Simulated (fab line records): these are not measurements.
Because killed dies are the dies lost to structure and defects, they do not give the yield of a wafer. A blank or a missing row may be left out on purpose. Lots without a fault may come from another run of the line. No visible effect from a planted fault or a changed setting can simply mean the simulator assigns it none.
The same fault as seen by 2 desks    flow gf180mcu    each desk holds nothing but its own numbers, with what lay behind them at the end

## THE METROLOGY DESK
Means of the sampled wafers that have a number, per lot and without regard to the tool the lot ran on: this is what the gauges read. Any lot whose mean is over 4 standard deviations away from the usual mean is out of limits and marked OUT; that distance is given in the brackets.
Columns: A = MIM_ALCU_RS at GF_MIM_RS_MEAS_10, usual 0.1603 ohm/sq
lot   first seen here  A
L133  day 24 20:00     0.1620
L134  day 24 21:11     0.1605
L136  day 25 19:17     0.1583
L135  day 25 19:57     0.1644
L142  day 27 12:25     0.1635
L143  day 27 17:05     0.1603
L144  day 28 05:31     0.1585
L145  day 28 09:02     0.1582
L148  day 29 03:09     0.1589
L150  day 29 18:02     0.1608
L154  day 31 00:23     0.1590
L155  day 31 05:01     0.1613
L156  day 31 09:56     0.1620
This desk's verdict: no lot among the 13 shows anything out of limits.

## THE TOOL OWNER'S DESK: litho track-02
The tool's own readings at GF_M5_PEB_05 (peb time 90 s): means of the sampled wafers that have a number, for each lot that ran on this tool. Any lot whose mean is over 4 standard deviations away from the usual mean is out of limits and marked OUT; that distance is given in the brackets.
Columns: A = heater power total W at GF_M5_PEB_05, usual 85.70 W
lot   first seen here  A
L133  day 26 14:15     85.78
L134  day 26 15:28     85.62
L142  day 29 03:37     88.26 (+32) OUT
L144  day 29 19:15     88.38 (+33) OUT
L154  day 32 10:53     85.74
L156  day 32 19:09     85.73
This desk's verdict: out of limits on L142, L144, starting with L142 at day 29 03:37 (heater power total W at GF_M5_PEB_05). L133, L134, L154, L156 stayed within limits.

## ALL TOGETHER
The tool owner's desk had the chance to raise an alarm at day 29 03:37 on L142, L144.
Nothing out of limits was seen by the metrology desk.
The metrology desk has L142, L144 on record, within its limits.
On litho track-02, each named lot ran GF_M5_PEB_05.

## WHAT THE SIMULATOR PUT IN
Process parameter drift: litho track-02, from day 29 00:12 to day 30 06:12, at GF_M5_PEB_05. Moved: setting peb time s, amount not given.
Struck lots among those shown: L142, L144.
Hours from the fault's start to each desk's first reading out of limits: the tool owner's desk, 3.
